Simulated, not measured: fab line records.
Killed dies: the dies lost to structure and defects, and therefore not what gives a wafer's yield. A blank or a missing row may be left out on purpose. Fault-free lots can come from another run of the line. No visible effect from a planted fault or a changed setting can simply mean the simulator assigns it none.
Problem report, 8D (eight disciplines) form, completed by code | flow sky130 | the parts of the form that need people (team, actions taken, sign-off) are left out

== 1. THE PROBLEM ==
SONOS_ONO_CVD_04_THK at SKY_SONOS_ONO_THK_MEAS_05 reads a mean of 6.29 nm on 6 wafers of 2 lots; wafers without a fault read 5.67 nm with a standard deviation of 0.12. That is +5.2 standard deviations from the usual mean.
Seen first at day 19 12:38 on filmMetro-03, wafer L346.2. The record holds 36 wafers of 12 lots with a number at this step. Rule for "out" (also "out of limits"): further than 4 standard deviations from the usual mean. The other wafers with a number count as sound.

== 2. WHAT IT IS, WHAT IT ISN'T ==
question                    | is                         | is not
which readings at this step | SONOS_ONO_CVD_04_THK       | -
which lots                  | L345, L346                 | L323, L324, L325, L326, L327, L329, L332, L333, L334, L335
which wafers of those lots  | all that have a number     | -
read on which gauges        | filmMetro-03, filmMetro-04 | filmMetro-01
when                        | from day 19 12:38          | up to then (30 sound wafers)

== 3. SUSPECTS, AND WHAT RULES EACH OUT ==
Counting: a tool stays on the suspect list if, at a process step up to the reading, it processed all lots that are out and no sound lot following the first of them.
- the gauge at SKY_SONOS_ONO_THK_MEAS_05 has been ruled out. 2 gauges (filmMetro-03, filmMetro-04) read the wafers that are out.
- lpcvd-03 at SKY_SONOS_ONO_CVD_04 (deposits SiO2 from SiH4/N2O, target thk 5.7199 nm): kept. Every lot that is out went through it, starting with L346 (day 19 10:45), and after that it ran no sound lot; the last sound lot it ran before then is L335 (day 15 10:47). Out on those wafers are its own readings of pressureMtorr.
After counting, what remains is lpcvd-03 at SKY_SONOS_ONO_CVD_04.

== 4. THE CAUSE (what the simulator had put in) ==
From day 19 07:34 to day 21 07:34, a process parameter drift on lpcvd-03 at SKY_SONOS_ONO_CVD_04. Setting pressureMtorr, moved by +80, from 400.
This tool alone remained once counting was done.

== 5. THE CHAIN OF EFFECTS, in route order ==
Rows list readings where the struck wafers' mean (over those with a number) sits beyond 3 standard deviations from the usual. Readings are gone through only where the record gives a usual standard deviation; hours: the median, over the lots, of the time from a lot's start at the first step in this table giving one to that lot's start at this step; sigmas: the change measured in usual standard deviations.
hours | step                      | reading              | usual       | on struck wafers | change | sigmas
0     | SKY_SONOS_ONO_CVD_04      | pressureMtorr        | 400.1 mTorr | 480.9            | +80.8  | +99 or more
2     | SKY_SONOS_ONO_THK_MEAS_05 | SONOS_ONO_CVD_04_THK | 5.67 nm     | 6.29             | +0.62  | +5.2
It contains these process steps:
- SKY_SONOS_ONO_CVD_04: deposits SiO2 from SiH4/N2O, target thk 5.7199 nm.

== 6. WHAT WOULD HAVE CAUGHT IT SOONER ==
The first out-of-limits reading at a measuring or inspecting step in this record came at day 19 12:38, 5 hours after the fault's start at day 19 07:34.
Tool's own readings at SKY_SONOS_ONO_CVD_04, pressureMtorr: out on all struck wafers the step has rows for; an alarm limit on them would have tripped on the first.
By day 19 12:38, every lot that is out (2) had started SKY_SONOS_ONO_CVD_04 on lpcvd-03. Holding the tool at that point would not have protected any of them.
